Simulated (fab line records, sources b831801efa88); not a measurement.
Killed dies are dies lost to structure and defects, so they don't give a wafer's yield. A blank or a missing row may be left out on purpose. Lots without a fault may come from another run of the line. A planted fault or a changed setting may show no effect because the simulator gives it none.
Which tool did it? | flow sky130 | 11 lots, 33 wafers sampled, at 1 step of a route of 708

WHAT THE GAUGES READ, wafer by wafer
SKY_VIA3_BOW_MEAS_03.
lot  | measured     | on            | VIA3_BOW (um)
L168 | day 39 05:49 | film_metro-03 | 79 81 76
L169 | day 39 08:04 | film_metro-01 | 93 83 84
L170 | day 40 10:25 | film_metro-03 | 88 79 84
L171 | day 40 14:54 | film_metro-03 | 84 83 72
L173 | day 41 01:57 | film_metro-01 | 85 83 85
L176 | day 41 21:01 | film_metro-03 | 92 84 77
L180 | day 43 00:47 | film_metro-03 | 74 69 81
L181 | day 43 16:11 | film_metro-01 | 88 80 74
L184 | day 43 22:49 | film_metro-01 | 81 70 70
L186 | day 44 06:13 | film_metro-03 | 70 66 76
L187 | day 44 09:30 | film_metro-02 | 80 86 80

WHICH TOOL RAN EACH LOT (tool, then ch and the chambers of the sampled wafers, then the start)
The record holds no process step before these readings.

WHAT THE TOOLS THEMSELVES READ (means of the sampled wafers that have a number; where no wafer has one, the mark that the record gives instead)
The record holds no such reading with a usual standard deviation.

THE ANSWER, worked out from the rows above alone
Rule: what is usual is taken from the lots themselves. Put in order of their means at a reading, lots are off if they are a third of the lots or fewer, leave a main group of 4 or more, and stand apart from it by a gap of 3 or more times the standard deviation of the main group's means; of several such gaps the widest counts. A main group whose means are all the same, to the digits that the tables above print for the reading, isn't used. A lot without any number at a reading at which 4 lots or more have one is off too. The other lots that the step has rows for count as sound. The gauges are gone through in route order, then the tools' own readings, and for those a lot's mean is taken as printed above. The first step at which some lot is off is used, and at that step the reading that is off furthest; a lot without a number counts as furthest.
No lot is off at any reading shown: from this, nothing can be told.

WHAT THE SIMULATOR HAD PUT IN
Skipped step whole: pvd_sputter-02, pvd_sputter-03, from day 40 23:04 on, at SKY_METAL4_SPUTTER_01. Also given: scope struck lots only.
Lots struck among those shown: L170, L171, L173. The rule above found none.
